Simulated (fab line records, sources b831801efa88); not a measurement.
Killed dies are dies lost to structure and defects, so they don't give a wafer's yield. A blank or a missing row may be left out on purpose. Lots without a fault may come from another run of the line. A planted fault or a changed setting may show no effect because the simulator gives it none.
fab line records | flow sky130
record lots=12 wafers=36 last_day=50
route steps=708 shown CAPM@539 PAD_OPEN@708
lots that met no fault: from a run of the same line without faults
start_h: hours from the record's first day to the start of the lot's first wafer shown | wait_h: hours since the lot's step before | " the same as in the row above | L1.1+2: a row that stands for several wafers | - no value, or no start given | * or withheld: withheld | < > ~ a bound
route shown NAME@n: a module of which the file shows steps, and the number in the route of the first | usual: mean/standard deviation of fault-free wafers | same: alike in all rows | chamber/n: place in a boat | sites: the reading at each site | _std_site: their standard deviation | _edge_site: outer sites' mean less inner sites' | radius_mm: how far each site lies from the wafer's centre | mask NAME#n: copy n | behind: the tool/chamber that last shaped the wafer | hold: why the lot was held/for how many hours/how that ended | device: the transistor (n, p or np) that didn't switch | end of line: the same wafers' tests at the end of the route | a step without rows: its recipe alone | killed: dies lost to structure and defects at the first sort, not the wafer's yield | map: a wafer's dies, x killed, . not, _ none there
set.NAME: the setting as run; set.NAME@STEP: as run at that earlier step | model.NAME: the simulator's own value behind a step, which no gauge read
steps of the route over a sample of lots; a table a step, a row a wafer
services: from which hour (start_h, from the record's first day; less than 0 if before it) a tool's chamber was out of use, for how many hours, and why
## steps
# step SKY_CAPM_SPUTTER_02
# recipe material=TiN target_thk_nm=200 temp_c=300 power_w=6500 time_s=166.7 chamber_pressure_pa=0.4
# usual cathode_dc_power_W=6500.0/1.3 chamber_pressure_pa=0.4000/0.0008 throttle_valve_pct=30.6/1.1
# columns lot.wafer tool chamber start_h wait_h cathode_dc_power_W chamber_pressure_pa throttle_valve_pct
L183.2 pvd_sputter-03 - 871.43 0.0 6498.1 0.4010 30.1
L183.5 " - " " 6501.7 0.4011 31.8
L183.6 " - " " 6501.6 0.4010 30.2
L185.1 pvd_sputter-02 - 872.38 0.1 6501.7 0.3996 29.9
L185.3 " - " " 6498.0 0.3996 28.6
L185.5 " - " " 6500.4 0.4003 29.8
L186.2 pvd_sputter-01 - 880.80 0.0 6499.5 0.4000 30.0
L186.4 " - " " 6500.2 0.4012 32.2
L186.6 " - " " 6498.4 0.4001 29.1
L187.2 pvd_sputter-01 - 893.65 0.0 6499.0 0.4001 32.1
L187.4 " - " " 6499.7 0.3998 29.4
L187.6 " - " " 6499.1 0.3985 32.0
L198.2 pvd_sputter-02 - 968.53 0.0 6499.0 0.4007 29.8
L198.4 " - " " 6499.2 0.3991 28.7
L198.6 " - " " 6499.9 0.4008 28.8
L199.1 pvd_sputter-02 - 984.93 0.1 6500.8 0.4001 28.9
L199.2 " - " " 6501.1 0.4007 29.8
L199.3 " - " " 6500.5 0.4005 30.3
L201.1 pvd_sputter-02 - 993.03 0.1 6500.0 0.4001 31.6
L201.4 " - " " 6500.6 0.4000 28.9
L201.6 " - " " 6497.0 0.4002 28.8
L200.3 pvd_sputter-01 - 995.43 0.0 6500.2 0.4001 30.6
L200.4 " - " " 6499.2 0.3996 30.1
L200.5 " - " " 6501.7 0.3992 29.2
L202.2 pvd_sputter-03 - 997.63 0.0 6499.5 0.4002 29.9
L202.3 " - " " 6501.5 0.3998 30.6
L202.4 " - " " 6502.5 0.3988 32.0
L203.4 pvd_sputter-03 - 1001.53 0.0 6499.7 0.3994 32.3
L203.5 " - " " 6501.8 0.4001 32.4
L203.6 " - " " 6499.4 0.4001 30.4
L204.1 pvd_sputter-02 - 1008.02 0.1 6500.3 0.4000 29.8
L204.4 " - " " 6497.0 0.3994 29.0
L204.6 " - " " 6497.6 0.3999 31.2
L205.1 pvd_sputter-01 - 1012.74 0.1 6501.3 0.4004 29.4
L205.2 " - " " 6500.0 0.3995 30.9
L205.4 " - " " 6500.8 0.4018 32.1
# step SKY_CAPM_RS_MEAS_03
# recipe thk_meas_gauge=four-point-probe reads=TiN_of_CAPM_SPUTTER_02
# usual CAPM_TIN_RS=6.91/0.059
# columns lot.wafer tool chamber start_h wait_h CAPM_TIN_RS[ohm/sq]
L183.2 film_metro-04 - 871.56 0.1 7.02
L183.5 " - " " 7.03
L183.6 " - " " 7.01
L185.1 film_metro-04 - 872.49 0.1 6.98
L185.3 " - " " 6.95
L185.5 " - " " 6.97
L186.2 film_metro-02 - 880.93 0.1 6.88
L186.4 " - " " 6.95
L186.6 " - " " 6.92
L187.2 film_metro-02 - 893.78 0.1 6.96
L187.4 " - " " 5.27
L187.6 " - " " 6.92
L198.2 film_metro-03 - 968.66 0.1 7.00
L198.4 " - " " 6.92
L198.6 " - " " 6.89
L199.1 film_metro-02 - 985.04 0.1 6.86
L199.2 " - " " 6.75
L199.3 " - " " 6.94
L201.1 film_metro-03 - 993.14 0.1 6.88
L201.4 " - " " 6.86
L201.6 " - " " 6.90
L200.3 film_metro-03 - 995.58 0.1 6.96
L200.4 " - " " 6.94
L200.5 " - " " 6.97
L202.2 film_metro-03 - 997.76 0.1 6.90
L202.3 " - " " 6.91
L202.4 " - " " 6.92
L203.4 film_metro-02 - 1001.70 0.1 7.04
L203.5 " - " " 7.05
L203.6 " - " " 7.01
L204.1 film_metro-03 - 1008.13 0.1 6.83
L204.4 " - " " 6.85
L204.6 " - " " 6.86
L205.1 film_metro-03 - 1012.85 0.1 6.95
L205.2 " - " " 6.96
L205.4 " - " " 6.87
# step SKY_CAPM_THK_MEAS_04
# recipe thk_meas_gauge=xrf reads=TiN_of_CAPM_SPUTTER_02
# usual CAPM_TIN_THK=198.8/1.8
# columns lot.wafer tool chamber start_h wait_h CAPM_TIN_THK[nm]
L183.2 film_metro-04 - 871.67 0.1 196.3
L183.5 " - " " 196.3
L183.6 " - " " 197.0
L185.1 film_metro-04 - 872.61 0.1 197.9
L185.3 " - " " 198.3
L185.5 " - " " 198.7
L186.2 film_metro-02 - 881.04 0.1 201.5
L186.4 " - " " 198.6
L186.6 " - " " 199.1
L187.2 film_metro-02 - 893.89 0.1 197.4
L187.4 " - " " 259.4
L187.6 " - " " 197.7
L198.2 film_metro-03 - 968.77 0.1 196.8
L198.4 " - " " 198.8
L198.6 " - " " 199.6
L199.1 film_metro-02 - 985.16 0.1 200.8
L199.2 " - " " 203.0
L199.3 " - " " 196.9
L201.1 film_metro-03 - 993.26 0.1 199.4
L201.4 " - " " 199.4
L201.6 " - " " 198.5
L200.3 film_metro-03 - 995.68 0.1 196.8
L200.4 " - " " 196.7
L200.5 " - " " 196.6
L202.2 film_metro-03 - 997.87 0.1 199.1
L202.3 " - " " 197.9
L202.4 " - " " 198.8
L203.4 film_metro-02 - 1001.79 0.1 194.1
L203.5 " - " " 192.9
L203.6 " - " " 195.4
L204.1 film_metro-03 - 1008.25 0.1 201.1
L204.4 " - " " 200.1
L204.6 " - " " 199.7
L205.1 film_metro-03 - 1012.97 0.1 197.6
L205.2 " - " " 197.1
L205.4 " - " " 198.6
# step SKY_CAPM_METAL_ETCH_13
# recipe target_depth_nm=220 stop_on=SiO2 chemistry=Cl2/BCl3 target=TiN pressure_mtorr=10 icp_w=900 bias_w=48.5 Cl2_flow_sccm=60 bcl3_flow_sccm=30 time_s=62.9
# usual drypump_motor_current_A=5.6/0.32 oes_product_au=0.941/0.0069 throttle_valve_pct=21.902/0.01
# columns lot.wafer tool chamber start_h wait_h drypump_motor_current_A oes_product_au rf_hours_counter_h throttle_valve_pct
L183.2 rie_metal-04 1 896.24 0.0 5.6 0.931 10 21.884
L183.5 " 0 " " 5.6 0.927 - 21.918
L183.6 " 1 " " 5.6 0.936 - 21.898
L185.1 rie_metal-02 1 897.19 0.0 6.0 0.939 8 21.906
L185.3 " 0 " " 5.1 0.943 - 21.905
L185.5 " 1 " " 6.0 0.934 - 21.896
L186.2 rie_metal-01 1 906.16 0.0 5.9 0.945 13 21.894
L186.4 " 0 " " 5.2 0.934 - 21.913
L186.6 " 1 " " 5.9 0.931 - 21.890
L187.2 rie_metal-02 0 919.32 0.0 5.0 0.942 6 21.903
L187.4 " 1 " " 6.0 0.998 - 21.847
L187.6 " 0 " " 5.0 0.937 - 21.903
L198.2 rie_metal-02 1 992.26 0.0 6.0 0.933 13 21.902
L198.4 " 1 " " 6.0 0.941 - 21.909
L198.6 " 1 " " 6.0 0.946 - 21.916
L199.1 rie_metal-04 1 1007.71 0.0 5.6 0.948 16 21.895
L199.2 " 0 " " 5.6 0.949 15 21.901
L199.3 " 0 " " 5.6 0.932 - 21.915
L201.1 rie_metal-01 1 1015.67 0.0 5.9 0.943 21 21.907
L201.4 " 1 " " 5.9 0.946 - 21.882
L201.6 " 1 " " 5.9 0.943 - 21.905
L200.3 rie_metal-02 1 1018.43 0.0 6.0 0.936 - 21.910
L200.4 " 0 " " 5.0 0.934 - 21.910
L200.5 " 0 " " 5.1 0.928 - 21.901
L202.2 rie_metal-04 0 1020.96 0.0 5.6 0.940 16 21.900
L202.3 " 0 " " 5.6 0.938 - 21.917
L202.4 " 1 " " 5.6 0.939 - 21.895
L203.4 rie_metal-04 0 1024.68 0.0 5.6 0.934 - 21.903
L203.5 " 1 " " 5.6 0.927 - 21.911
L203.6 " 0 " " 5.6 0.927 - 21.908
L204.1 rie_metal-02 1 1030.52 0.0 6.0 0.949 15 21.900
L204.4 " 0 " " 5.1 0.957 - 21.897
L204.6 " 1 " " 6.0 0.951 - 21.898
L205.1 rie_metal-04 0 1035.59 0.0 5.6 0.947 16 21.907
L205.2 " 1 " " 5.6 0.938 18 21.903
L205.4 " 1 " " 5.6 0.946 - 21.905
# step SKY_PAD_OPEN_PROBE_99
# usual defect_limited_yield=82.5/2 killed_at_M0_to_M3=44/7 killed_at_M4_up=3.0/1.7 killed_at_contacts=24/5.2 killed_at_front_end=15/4.8 killed_at_other=0.2/0.56 killed_dies=86/9.7 killed_on_rim=17/4.1 killed_open=47/7.1 killed_short=39/6.3 sort_bin_3_pad_short=0.9/0.4 sort_bin_5_function=10.3/1.6 sort_bin_6_memory=6.3/1.2 sort_n_pass=406/9.7 sort_yield_pct=82.5/2
# same gross_dies=492 killed_at_back_side=0 sort_bin_4_leakage[%]=0 sort_bin_8_speed[%]=0
# columns lot.wafer tool chamber start_h wait_h defect_limited_yield[%] killed_at_M0_to_M3 killed_at_M4_up killed_at_contacts killed_at_front_end killed_at_other killed_dies killed_on_rim killed_open killed_short sort_bin_3_pad_short[%] sort_bin_5_function[%] sort_bin_6_memory[%] sort_n_pass sort_yield_pct[%]
L187.2 prober-01 - 1112.09 0.1 79.3 45 7 24 26 0 102 22 52 50 1.2 11.6 7.9 390 79.3
L187.4 prober-01 - 1112.19 0.2 0 50 2 20 18 402 492 96 47 43 82.7 10.8 6.5 0 0
L187.6 prober-01 - 1112.29 0.2 85.0 42 1 22 9 0 74 17 43 31 0.6 8.7 5.7 418 85.0
L198.4 prober-01 - 1170.84 0.2 84.3 32 4 23 17 1 77 20 42 35 1.0 9.3 5.3 415 84.3
# killed by level:class
L187.2 CONTACT:geometric_particle:open=10 FIELD_ISO:geometric_particle:open=8 VIA1:geometric_particle:short=7 METAL2:geometric_particle:short=7 CONTACT:geometric_particle:short=5 METAL1:geometric_particle:short=5 VIA1:geometric_particle:open=5 VIA3:geometric_particle:open=5
L187.4 CAPM:area_etch=402 VIA1:geometric_particle:open=10 VIA3:geometric_particle:open=10 METAL1:geometric_particle:short=8 FIELD_ISO:geometric_particle:open=6 CONTACT:geometric_particle:open=6 FIELD_ISO:geometric_particle:short=5 LI_CONTACT:geometric_particle:short=4
L187.6 VIA3:geometric_particle:open=9 VIA1:geometric_particle:open=9 CONTACT:geometric_particle:open=8 METAL1:geometric_particle:short=5 VIA2:geometric_particle:open=5 FIELD_ISO:geometric_particle:open=4 CONTACT:geometric_particle:short=4 LOCAL_INTERCONNECT:geometric_particle:short=3
L198.4 CONTACT:geometric_particle:open=11 VIA1:geometric_particle:open=8 FIELD_ISO:geometric_particle:open=7 LI_CONTACT:geometric_particle:open=6 METAL2:geometric_particle:short=5 VIA3:geometric_particle:short=5 POLY_GATE:geometric_particle:short=4 METAL3:geometric_particle:short=4
## services
# columns tool chamber start_h hours kind
pvd_sputter-01 - 901.78 2.0 repair
rie_metal-04 0 908.29 1.8 repair
pvd_sputter-01 - 918.80 6.6 repair
rie_metal-04 0 923.60 20.7 repair
rie_metal-01 0 927.42 - clean
rie_metal-01 0 927.42 19.2 scheduled_down
rie_metal-01 0 927.42 19.2 vent_cycle
rie_metal-04 - 959.22 4.3 pm
rie_metal-01 0 975.19 22.9 repair
rie_metal-04 - 1008.66 1.3 repair
## key
first_sign step=SKY_CAPM_RS_MEAS_03 reading=CAPM_TIN_RS direction=down sigmas=28 usual=6.91 struck=5.27
effect step=SKY_CAPM_THK_MEAS_04 reading=CAPM_TIN_THK direction=up sigmas=34 usual=198.8 struck=259.4
effect step=SKY_CAPM_METAL_ETCH_13 reading=oes_product_au direction=up sigmas=8.3 usual=0.941 struck=0.998
effect step=SKY_PAD_OPEN_PROBE_99 reading=killed_at_other direction=up sigmas=99+ usual=0.2 struck=402
more_kills_born_at SKY_CAPM_METAL_ETCH_13@rie_metal-02=402
met_at SKY_CAPM_SPUTTER_02
struck_lots L187
struck_wafers L187.4
later_rows_left_out L187.4
onset_between 880.80 893.65
fault kind=process_parameter_drift tool=pvd_sputter-01 chamber=- onset_h=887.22 steps=SKY_CAPM_SPUTTER_02 channel=target_thk_nm offset=60.805 shape=step end_h=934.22 scope=struck_wafers_only acts_in=these_recipes_only stated=200
# later_rows_left_out: the simulator's readings of these wafers behind a module that went badly wrong aren't trusted and aren't shown, but for the sort
